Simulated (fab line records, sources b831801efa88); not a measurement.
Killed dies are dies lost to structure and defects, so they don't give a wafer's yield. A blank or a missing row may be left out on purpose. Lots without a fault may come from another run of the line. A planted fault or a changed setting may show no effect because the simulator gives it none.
Which tool did it? | flow sky130 | 12 lots, 36 wafers sampled, at 3 steps of a route of 708

WHAT THE GAUGES READ, wafer by wafer
SKY_VIA1_THK_MEAS_23: measures by xrf. Usual: VIA1_W_THK 276 nm, standard deviation 3.6.
lot  | measured     | on            | VIA1_W_THK (nm) | flag
L657 | day 34 12:46 | film_metro-01 | 275 279 278     |
L658 | day 34 16:02 | film_metro-01 | 282 281 281     |
L659 | day 34 21:26 | film_metro-02 | 278 276 276     |
L661 | day 35 17:32 | film_metro-01 | 275 271 272     |
L662 | day 35 21:59 | film_metro-01 | 273 273 275     |
L665 | day 37 06:08 | film_metro-02 | 278 277 274     |
L666 | day 37 07:08 | film_metro-01 | 279 273 269     |
L667 | day 37 19:25 | film_metro-02 | 274 277 279     |
L674 | day 39 20:19 | film_metro-01 | 275 272 274     |
L675 | day 39 21:31 | film_metro-04 | 274 278 276     |
L676 | day 41 01:55 | film_metro-04 | 280 278 280     |
L679 | day 41 12:53 | film_metro-01 | 274 272 276     |

SKY_METAL2_RS_MEAS_05: measures by four-point-probe. Usual: METAL2_ALCU_RS 0.1273 ohm/sq, standard deviation 0.0016.
lot  | measured     | on            | METAL2_ALCU_RS (ohm/sq) | flag
L657 | day 34 13:16 | film_metro-03 | 0.1268 0.1279 0.1272    |
L658 | day 34 16:32 | film_metro-03 | 0.1254 0.1264 0.1288    |
L659 | day 34 21:56 | film_metro-02 | 0.1273 0.1263 0.1287    |
L661 | day 35 18:02 | film_metro-01 | 0.1260 0.1267 0.1244    |
L662 | day 35 22:31 | film_metro-03 | 0.1288 0.1306 0.1276    |
L665 | day 37 06:40 | film_metro-03 | 0.1264 0.1253 0.1261    |
L666 | day 37 07:38 | film_metro-02 | 0.1267 0.1266 0.1264    |
L667 | day 37 19:55 | film_metro-03 | 0.1269 0.1270 0.1268    |
L674 | day 39 21:02 | film_metro-03 | 0.1263 0.1274 0.1273    |
L675 | day 39 22:01 | film_metro-01 | 0.1262 0.1244 0.1256    |
L676 | day 41 02:26 | film_metro-03 | 0.1255 0.1264 0.1257    |
L679 | day 41 13:23 | film_metro-02 | 0.1281 0.1288 0.1293    |

WHICH TOOL RAN EACH LOT (tool, then ch and the chambers of the sampled wafers, then the start)
lot  | SKY_VIA1_CVD_21
L657 | cvd_w-01 ch 0,1, day 34 12:34
L658 | cvd_w-02 ch 0,1, day 34 15:50
L659 | cvd_w-02 ch 0,1, day 34 21:13
L661 | cvd_w-02 ch 0,1, day 35 17:19
L662 | cvd_w-01 ch 0,1, day 35 21:47
L665 | cvd_w-02 ch 0,1, day 37 05:56
L666 | cvd_w-02 ch 0,1, day 37 06:56
L667 | cvd_w-02 ch 0,1, day 37 19:13
L674 | cvd_w-01 ch 1, day 39 20:00
L675 | cvd_w-02 ch 1, day 39 21:19
L676 | cvd_w-02 ch 0,1, day 41 01:42
L679 | cvd_w-02 ch 0,1, day 41 12:40
- SKY_VIA1_CVD_21: deposits W, target thk 270 nm, time 80.902 s.

WHAT THE TOOLS THEMSELVES READ (means of the sampled wafers that have a number; where no wafer has one, the mark that the record gives instead)
SKY_VIA1_CVD_21. Usual: chamber_pressure_Torr 40.00 Torr, standard deviation 0.084; heater_power_outer_w 546 W, standard deviation 51; heater_power_w 869 W, standard deviation 77.
lot  | tool     | chamber_pressure_Torr (Torr) | heater_power_outer_w (W) | heater_power_w (W) | flag
L657 | cvd_w-01 | 40.00                        | 572                      | 863                |
L658 | cvd_w-02 | 40.00                        | 538                      | 877                |
L659 | cvd_w-02 | 40.03                        | 493                      | 797                |
L661 | cvd_w-02 | 39.93                        | 491                      | 821                |
L662 | cvd_w-01 | 39.99                        | 562                      | 867                |
L665 | cvd_w-02 | 39.92                        | 499                      | 820                |
L666 | cvd_w-02 | 40.06                        | 496                      | 811                |
L667 | cvd_w-02 | 39.96                        | 541                      | 882                |
L674 | cvd_w-01 | 39.92                        | 540                      | 881                |
L675 | cvd_w-02 | 39.96                        | 456                      | 756                |
L676 | cvd_w-02 | 40.04                        | 503                      | 812                |
L679 | cvd_w-02 | 40.06                        | 493                      | 830                |

THE ANSWER, worked out from the rows above alone
Rule: a lot is off if the mean of its wafers that have a number lies more than 3 standard deviations from the usual mean. A lot without any number at a reading at which 4 lots or more have one is off too. The other lots that the step has rows for count as sound. The gauges are gone through in route order, then the tools' own readings, and for those a lot's mean is taken as printed above. The first step at which some lot is off is used, and at that step the reading that is off furthest; a lot without a number counts as furthest.
No lot is off at any reading shown: from this, nothing can be told.

WHAT THE SIMULATOR HAD PUT IN
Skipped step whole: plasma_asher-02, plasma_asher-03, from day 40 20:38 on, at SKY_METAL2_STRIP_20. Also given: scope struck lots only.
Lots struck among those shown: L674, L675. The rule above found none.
